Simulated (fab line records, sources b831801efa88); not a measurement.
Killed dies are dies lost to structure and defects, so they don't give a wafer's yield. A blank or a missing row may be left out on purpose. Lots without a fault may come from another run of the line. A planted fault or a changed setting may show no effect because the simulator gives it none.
Split-lot experiment | flow sky130 | 5 lots, 23 wafers read, on a route of 708 steps

THE SPLIT
At SKY_CONTACT_DEVELOP_13 (develop time 60 s), the setting develop_time_s was moved away from the recipe's 60 s on 10 of the 23 wafers read, by -12.9% to +12.7%. The other wafers ran this setting at the recipe's value.

The file shows no step between the split and the reading.

THE READING
cd_nm, in nm, at SKY_CONTACT_CD_MEAS_14 (target cd 170 nm). Fault-free wafers of this fab line usually give 170.0 nm, standard deviation 1.3 nm.

wafer  | tool, chamber at the split | develop_time_s as run, s | against the recipe | cd_nm, nm | against lot-mates on the recipe
L077.1 | litho_track-04, 0          | 60                       | recipe             | 168.8     | -
L077.4 | litho_track-04, 0          | 60                       | recipe             | 170.0     | -
L077.6 | litho_track-04, 0          | 60                       | recipe             | 170.0     | -
L078.1 | litho_track-02, 0          | 52.29                    | -12.9%             | 166.2     | -2.7
L078.2 | litho_track-02, 0          | 60                       | recipe             | 169.5     | -
L078.4 | litho_track-02, 0          | 52.29                    | -12.9%             | 166.7     | -2.2
L078.5 | litho_track-02, 0          | 52.29                    | -12.9%             | 166.5     | -2.3
L078.6 | litho_track-02, 0          | 60                       | recipe             | 168.2     | -
L081.1 | litho_track-04, 0          | 52.65                    | -12.3%             | 167.9     | -3.0
L081.2 | litho_track-04, 0          | 52.65                    | -12.3%             | 167.8     | -3.1
L081.3 | litho_track-04, 0          | 60                       | recipe             | 170.2     | -
L081.4 | litho_track-04, 0          | 60                       | recipe             | 172.1     | -
L081.5 | litho_track-04, 0          | 60                       | recipe             | 170.5     | -
L083.1 | litho_track-02, 0          | 55.55                    | -7.4%              | 170.5     | -2.0
L083.3 | litho_track-02, 0          | 55.55                    | -7.4%              | 169.2     | -3.3
L083.4 | litho_track-02, 0          | 60                       | recipe             | 172.6     | -
L083.5 | litho_track-02, 0          | 55.55                    | -7.4%              | 171.1     | -1.4
L083.6 | litho_track-02, 0          | 60                       | recipe             | 172.4     | -
L082.2 | litho_track-04, 0          | 67.59                    | +12.7%             | 173.3     | +4.6
L082.3 | litho_track-04, 0          | 60                       | recipe             | 168.7     | -
L082.4 | litho_track-04, 0          | 60                       | recipe             | 169.3     | -
L082.5 | litho_track-04, 0          | 67.59                    | +12.7%             | 171.3     | +2.6
L082.6 | litho_track-04, 0          | 60                       | recipe             | 168.2     | -

THE FIT
A straight line over all 23 wafers: cd_nm changes by +0.194 nm for each +1% of develop_time_s; r = +0.70; the points scatter about the line by 1.4 nm.
The same after taking each lot's own level away (the mean of its wafers on the recipe; 23 wafers): +0.244 nm for each +1%; r = +0.93; scatter 0.73 nm.
On that fit, the largest move of develop_time_s shifts the reading by 3.1 nm.
The lots' own levels span 168.73 to 172.50 nm, that is 2.9 times the standard deviation above.
So the lot-to-lot level blurs the effect unless lot-mates are compared.
Check: with one of the wafers moved furthest among these (-12.9%) left out of the fit, the line predicts -3.12 nm for it against its lot-mates. It came out at -2.65 nm against them.

THE WHOLE CHAIN: every reading that the file lists as answering this split, in the file's order
step                   | what it does                                    | reading                                                                        | change (the file's fit)               | r (the file's)
SKY_CONTACT_CD_MEAS_14 | target cd 170 nm                                | cd_nm                                                                          | +0.246 nm for each +1% of the setting | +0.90
SKY_VIA1_HDPCVD_00     | deposits SiO2, target thk 1030 nm, time 171.7 s | SiO2_of_VIA1_HDPCVD_00.thk_nm (the simulator's own value, which no gauge read) | -7.55 nm for each +1% of the setting  | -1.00

THE FILE'S OWN FIT
cd_nm changes by +0.246 nm for each +1% of develop_time_s, r = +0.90.
